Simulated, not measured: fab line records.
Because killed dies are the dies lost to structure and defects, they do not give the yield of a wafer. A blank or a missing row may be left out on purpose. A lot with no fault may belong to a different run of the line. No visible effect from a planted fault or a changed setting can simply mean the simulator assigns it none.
Chamber matching :: flow gf180mcu :: cmp-02 running GF_V2_CMP_26: 4 sister chambers
The step polishes, stops on SiO2, t overpolish 15 s, target thk 0 nm. 8 wafers are shown with their chamber, then 10 later ones without.

WAFERS WITH THEIR CHAMBER
wafer: L077.1
chamber: 2
motor current A (A): 13.2
overpolish run s (s): 14.986

wafer: L077.5
chamber: 0
motor current A (A): 12.1
overpolish run s (s): 14.993

wafer: L081.5
chamber: 0
motor current A (A): 12.4
overpolish run s (s): 15.003

wafer: L087.1
chamber: 2
motor current A (A): 12.7
overpolish run s (s): 14.998

wafer: L087.3
chamber: 1
motor current A (A): 9.8
overpolish run s (s): 14.990

wafer: L087.6
chamber: 3
motor current A (A): 11.3
overpolish run s (s): 15.012

wafer: L089.4
chamber: 1
motor current A (A): 9.6
overpolish run s (s): 14.993

wafer: L089.5
chamber: 3
motor current A (A): 11.1
overpolish run s (s): 14.988

WAFERS MISSING THEIR CHAMBER
wafer: L089.6
motor current A (A): 13.4
overpolish run s (s): 15.002

wafer: L094.1
motor current A (A): 13.8
overpolish run s (s): 14.994

wafer: L094.2
motor current A (A): 11.9
overpolish run s (s): 14.995

wafer: L094.4
motor current A (A): 9.8
overpolish run s (s): 14.996

wafer: L095.1
motor current A (A): 11.1
overpolish run s (s): 15.007

wafer: L095.2
motor current A (A): 12.0
overpolish run s (s): 15.011

wafer: L095.3
motor current A (A): 13.8
overpolish run s (s): 15.003

wafer: L096.2
motor current A (A): 10.6
overpolish run s (s): 14.991

wafer: L096.4
motor current A (A): 13.3
overpolish run s (s): 14.990

wafer: L096.6
motor current A (A): 13.7
overpolish run s (s): 15.000

WHICH CHAMBER EACH ONE RAN IN
wafer: L089.6
from the rows above: 2
in truth: 2

wafer: L094.1
from the rows above: 2
in truth: 2

wafer: L094.2
from the rows above: can't be placed: 0 or 3
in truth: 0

wafer: L094.4
from the rows above: 1
in truth: 1

wafer: L095.1
from the rows above: 3
in truth: 3

wafer: L095.2
from the rows above: can't be placed: 0 or 3
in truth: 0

wafer: L095.3
from the rows above: 2
in truth: 2

wafer: L096.2
from the rows above: can't be placed: 3 or 1
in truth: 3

wafer: L096.4
from the rows above: 2
in truth: 2

wafer: L096.6
from the rows above: 2
in truth: 2
Correctly placed: 7 of 10. These rows do not allow placing 3 (true chamber among the candidates in 3). Placed wrongly: 0.
How it was worked out, from the rows above alone: a wafer's distance from a chamber is the root of the sum, over the readings, of the square of ((its reading less the chamber's mean) divided by the reading's scatter). If the next closest chamber is less than 2 further off than the closest, the wafer can't be placed; otherwise it belongs to the closest. A chamber's mean is the mean of its shown wafers. The scatter is the square root of a quotient: the sum, over the shown wafers, of each reading's squared deviation from its chamber's mean, divided by wafers minus chambers.
